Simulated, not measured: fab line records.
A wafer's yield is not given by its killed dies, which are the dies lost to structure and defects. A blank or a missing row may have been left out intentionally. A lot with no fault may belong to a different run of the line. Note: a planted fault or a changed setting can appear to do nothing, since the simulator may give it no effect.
Which tool is to blame? / flow gf180mcu / 12 lots, 36 wafers sampled, at 3 steps of a route of 602

== WHAT EACH GAUGE READ, for each wafer ==
GF_CONTACT_THK_MEAS_26: measures by xrf. Usual: CONTACT_W_THK 297 nm, standard deviation 6.7.
lot=L233; measured=day 17 05:13; on=filmMetro-02; CONTACT_W_THK (nm)=309 298 313; flag=
lot=L234; measured=day 17 21:16; on=filmMetro-03; CONTACT_W_THK (nm)=293 298 303; flag=
lot=L235; measured=day 18 10:56; on=filmMetro-02; CONTACT_W_THK (nm)=299 291 293; flag=
lot=L236; measured=day 18 11:59; on=filmMetro-03; CONTACT_W_THK (nm)=293 292 307; flag=
lot=L237; measured=day 19 19:58; on=filmMetro-03; CONTACT_W_THK (nm)=292 294 291; flag=
lot=L240; measured=day 20 15:50; on=filmMetro-01; CONTACT_W_THK (nm)=297 312 295; flag=
lot=L248; measured=day 22 10:57; on=filmMetro-03; CONTACT_W_THK (nm)=290 287 293; flag=
lot=L249; measured=day 22 19:14; on=filmMetro-01; CONTACT_W_THK (nm)=293 291 292; flag=
lot=L250; measured=day 22 20:44; on=filmMetro-03; CONTACT_W_THK (nm)=305 307 297; flag=
lot=L251; measured=day 23 06:28; on=filmMetro-03; CONTACT_W_THK (nm)=282 287 300; flag=
lot=L252; measured=day 23 13:18; on=filmMetro-01; CONTACT_W_THK (nm)=298 295 304; flag=
lot=L253; measured=day 23 23:05; on=filmMetro-03; CONTACT_W_THK (nm)=300 300 298; flag=

== WHICH TOOL RAN EACH LOT (tool, then ch and the chambers of the sampled wafers, then the start) ==
lot=L233; GF_DNWELL_STRIP_08=plasmaAsher-02 ch 0,1, day 3 12:11; GF_HV_LDD_STRIP_37=plasmaAsher-01 ch 0,1, day 12 16:05
lot=L234; GF_DNWELL_STRIP_08=plasmaAsher-03 ch 0,1, day 3 17:44; GF_HV_LDD_STRIP_37=plasmaAsher-03 ch 0,1, day 13 04:33
lot=L235; GF_DNWELL_STRIP_08=plasmaAsher-02 ch 0,1, day 3 22:38; GF_HV_LDD_STRIP_37=plasmaAsher-03 ch 0,1, day 13 15:27
lot=L236; GF_DNWELL_STRIP_08=plasmaAsher-02 ch 0,1, day 4 01:42; GF_HV_LDD_STRIP_37=plasmaAsher-02 ch 0,1, day 13 15:45
lot=L237; GF_DNWELL_STRIP_08=plasmaAsher-02 ch 0,1, day 4 07:47; GF_HV_LDD_STRIP_37=plasmaAsher-02 ch 0,1, day 14 19:08
lot=L240; GF_DNWELL_STRIP_08=plasmaAsher-02 ch 0,1, day 5 00:47; GF_HV_LDD_STRIP_37=plasmaAsher-02 ch 0,1, day 15 10:42
lot=L248; GF_DNWELL_STRIP_08=plasmaAsher-03 ch 0,1, day 6 17:44; GF_HV_LDD_STRIP_37=plasmaAsher-03 ch 0,1, day 17 06:38
lot=L249; GF_DNWELL_STRIP_08=plasmaAsher-03 ch 0,1, day 7 00:03; GF_HV_LDD_STRIP_37=plasmaAsher-03 ch 1, day 17 14:12
lot=L250; GF_DNWELL_STRIP_08=plasmaAsher-02 ch 0,1, day 7 03:50; GF_HV_LDD_STRIP_37=plasmaAsher-02 ch 0,1, day 17 14:48
lot=L251; GF_DNWELL_STRIP_08=plasmaAsher-03 ch 0,1, day 7 11:20; GF_HV_LDD_STRIP_37=plasmaAsher-02 ch 0,1, day 18 02:17
lot=L252; GF_DNWELL_STRIP_08=plasmaAsher-02 ch 0,1, day 7 16:15; GF_HV_LDD_STRIP_37=plasmaAsher-03 ch 0,1, day 18 10:35
lot=L253; GF_DNWELL_STRIP_08=plasmaAsher-01 ch 0,1, day 7 21:09; GF_HV_LDD_STRIP_37=plasmaAsher-02 ch 0,1, day 18 18:54
- GF_DNWELL_STRIP_08: strips in O2/N2.
- GF_HV_LDD_STRIP_37: strips in O2/N2.

== AS READ BY THE TOOLS THEMSELVES (means over the sampled wafers that have a number; for cases with no such wafer, the mark the record gives instead) ==
GF_DNWELL_STRIP_08. Usual: chamberPressureMTorr 1500.0 mTorr, standard deviation 1.4; drypumpMotorCurrentA 5.91 A, standard deviation 0.11; heaterPowerW 339 W, standard deviation 40; oesProductAu 0.723 a.u., standard deviation 0.0048; platenTempC 250.01 C, standard deviation 0.16; stripTimeToEndpointS 37.01 s, standard deviation 0.11.
lot=L233; tool=plasmaAsher-02; chamberPressureMTorr (mTorr)=1499.9; drypumpMotorCurrentA (A)=5.93; heaterPowerW (W)=354; oesProductAu (a.u.)=0.722; platenTempC (C)=249.94; stripTimeToEndpointS (s)=36.85; flag=
lot=L234; tool=plasmaAsher-03; chamberPressureMTorr (mTorr)=1499.8; drypumpMotorCurrentA (A)=5.93; heaterPowerW (W)=345; oesProductAu (a.u.)=0.721; platenTempC (C)=250.13; stripTimeToEndpointS (s)=36.97; flag=
lot=L235; tool=plasmaAsher-02; chamberPressureMTorr (mTorr)=1499.0; drypumpMotorCurrentA (A)=5.91; heaterPowerW (W)=316; oesProductAu (a.u.)=0.726; platenTempC (C)=250.09; stripTimeToEndpointS (s)=36.96; flag=
lot=L236; tool=plasmaAsher-02; chamberPressureMTorr (mTorr)=1500.7; drypumpMotorCurrentA (A)=5.96; heaterPowerW (W)=357; oesProductAu (a.u.)=0.726; platenTempC (C)=250.05; stripTimeToEndpointS (s)=37.06; flag=
lot=L237; tool=plasmaAsher-02; chamberPressureMTorr (mTorr)=1499.9; drypumpMotorCurrentA (A)=5.92; heaterPowerW (W)=358; oesProductAu (a.u.)=0.722; platenTempC (C)=250.06; stripTimeToEndpointS (s)=37.00; flag=
lot=L240; tool=plasmaAsher-02; chamberPressureMTorr (mTorr)=1501.4; drypumpMotorCurrentA (A)=5.90; heaterPowerW (W)=317; oesProductAu (a.u.)=0.721; platenTempC (C)=249.99; stripTimeToEndpointS (s)=37.03; flag=
lot=L248; tool=plasmaAsher-03; chamberPressureMTorr (mTorr)=1500.4; drypumpMotorCurrentA (A)=6.01; heaterPowerW (W)=336; oesProductAu (a.u.)=0.723; platenTempC (C)=249.98; stripTimeToEndpointS (s)=37.11; flag=
lot=L249; tool=plasmaAsher-03; chamberPressureMTorr (mTorr)=1500.2; drypumpMotorCurrentA (A)=6.03; heaterPowerW (W)=335; oesProductAu (a.u.)=0.721; platenTempC (C)=249.93; stripTimeToEndpointS (s)=37.15; flag=
lot=L250; tool=plasmaAsher-02; chamberPressureMTorr (mTorr)=1499.7; drypumpMotorCurrentA (A)=5.95; heaterPowerW (W)=351; oesProductAu (a.u.)=0.724; platenTempC (C)=250.00; stripTimeToEndpointS (s)=37.10; flag=
lot=L251; tool=plasmaAsher-03; chamberPressureMTorr (mTorr)=1500.4; drypumpMotorCurrentA (A)=6.01; heaterPowerW (W)=340; oesProductAu (a.u.)=0.722; platenTempC (C)=250.03; stripTimeToEndpointS (s)=37.01; flag=
lot=L252; tool=plasmaAsher-02; chamberPressureMTorr (mTorr)=1499.7; drypumpMotorCurrentA (A)=5.93; heaterPowerW (W)=318; oesProductAu (a.u.)=0.721; platenTempC (C)=250.26; stripTimeToEndpointS (s)=37.13; flag=
lot=L253; tool=plasmaAsher-01; chamberPressureMTorr (mTorr)=1501.0; drypumpMotorCurrentA (A)=5.76; heaterPowerW (W)=341; oesProductAu (a.u.)=0.721; platenTempC (C)=249.91; stripTimeToEndpointS (s)=36.94; flag=

GF_HV_LDD_STRIP_37. Usual: chamberPressureMTorr 1500.1 mTorr, standard deviation 1.3; drypumpMotorCurrentA 5.93 A, standard deviation 0.11; heaterPowerW 338 W, standard deviation 40; oesProductAu 0.715 a.u., standard deviation 0.0044; platenTempC 250.01 C, standard deviation 0.17; stripTimeToEndpointS 12.637 s, standard deviation 0.029.
lot=L233; tool=plasmaAsher-01; chamberPressureMTorr (mTorr)=1499.2; drypumpMotorCurrentA (A)=5.72; heaterPowerW (W)=348; oesProductAu (a.u.)=0.711; platenTempC (C)=250.01; stripTimeToEndpointS (s)=12.620; flag=
lot=L234; tool=plasmaAsher-03; chamberPressureMTorr (mTorr)=1499.9; drypumpMotorCurrentA (A)=5.94; heaterPowerW (W)=341; oesProductAu (a.u.)=0.713; platenTempC (C)=249.95; stripTimeToEndpointS (s)=12.676; flag=
lot=L235; tool=plasmaAsher-03; chamberPressureMTorr (mTorr)=1499.6; drypumpMotorCurrentA (A)=5.93; heaterPowerW (W)=341; oesProductAu (a.u.)=0.715; platenTempC (C)=250.03; stripTimeToEndpointS (s)=12.695; flag=
lot=L236; tool=plasmaAsher-02; chamberPressureMTorr (mTorr)=1499.8; drypumpMotorCurrentA (A)=5.92; heaterPowerW (W)=318; oesProductAu (a.u.)=0.715; platenTempC (C)=249.97; stripTimeToEndpointS (s)=12.659; flag=
lot=L237; tool=plasmaAsher-02; chamberPressureMTorr (mTorr)=1500.5; drypumpMotorCurrentA (A)=5.96; heaterPowerW (W)=356; oesProductAu (a.u.)=0.711; platenTempC (C)=249.92; stripTimeToEndpointS (s)=12.662; flag=
lot=L240; tool=plasmaAsher-02; chamberPressureMTorr (mTorr)=1498.6; drypumpMotorCurrentA (A)=5.90; heaterPowerW (W)=319; oesProductAu (a.u.)=0.888; platenTempC (C)=250.27; stripTimeToEndpointS (s)=-; flag=OFF
lot=L248; tool=plasmaAsher-03; chamberPressureMTorr (mTorr)=1500.3; drypumpMotorCurrentA (A)=6.04; heaterPowerW (W)=336; oesProductAu (a.u.)=0.717; platenTempC (C)=250.14; stripTimeToEndpointS (s)=12.638; flag=
lot=L249; tool=plasmaAsher-03; chamberPressureMTorr (mTorr)=1500.5; drypumpMotorCurrentA (A)=5.87; heaterPowerW (W)=351; oesProductAu (a.u.)=0.719; platenTempC (C)=250.15; stripTimeToEndpointS (s)=12.665; flag=
lot=L250; tool=plasmaAsher-02; chamberPressureMTorr (mTorr)=1499.5; drypumpMotorCurrentA (A)=5.93; heaterPowerW (W)=358; oesProductAu (a.u.)=0.713; platenTempC (C)=250.17; stripTimeToEndpointS (s)=12.648; flag=
lot=L251; tool=plasmaAsher-02; chamberPressureMTorr (mTorr)=1500.1; drypumpMotorCurrentA (A)=5.93; heaterPowerW (W)=318; oesProductAu (a.u.)=0.710; platenTempC (C)=250.19; stripTimeToEndpointS (s)=12.603; flag=
lot=L252; tool=plasmaAsher-03; chamberPressureMTorr (mTorr)=1499.7; drypumpMotorCurrentA (A)=6.02; heaterPowerW (W)=334; oesProductAu (a.u.)=0.723; platenTempC (C)=249.80; stripTimeToEndpointS (s)=12.602; flag=
lot=L253; tool=plasmaAsher-02; chamberPressureMTorr (mTorr)=1500.2; drypumpMotorCurrentA (A)=5.93; heaterPowerW (W)=321; oesProductAu (a.u.)=0.717; platenTempC (C)=249.98; stripTimeToEndpointS (s)=12.595; flag=

== THE ANSWER, worked out from the rows above alone ==
Rule: a lot is off if the mean of its wafers that have a number lies more than 3 standard deviations from the usual mean. Also off: a lot with no number at a reading for which 4 or more lots have one. All remaining lots with rows at the step are treated as sound. First the gauges in route order, then the tools' own readings, where a lot's mean is used as printed above. The first step at which some lot is off is used, and at that step the reading that is off furthest; a lot without a number counts as furthest.
Off: L240 (GF_HV_LDD_STRIP_37, stripTimeToEndpointS). Without a number there: L240.
If a tool, at that step or one of the process steps before it, ran each lot that is off and ran no sound lot following the first of them, it fits. Of those tried, none fits.

== WHAT THE SIMULATOR PUT IN ==
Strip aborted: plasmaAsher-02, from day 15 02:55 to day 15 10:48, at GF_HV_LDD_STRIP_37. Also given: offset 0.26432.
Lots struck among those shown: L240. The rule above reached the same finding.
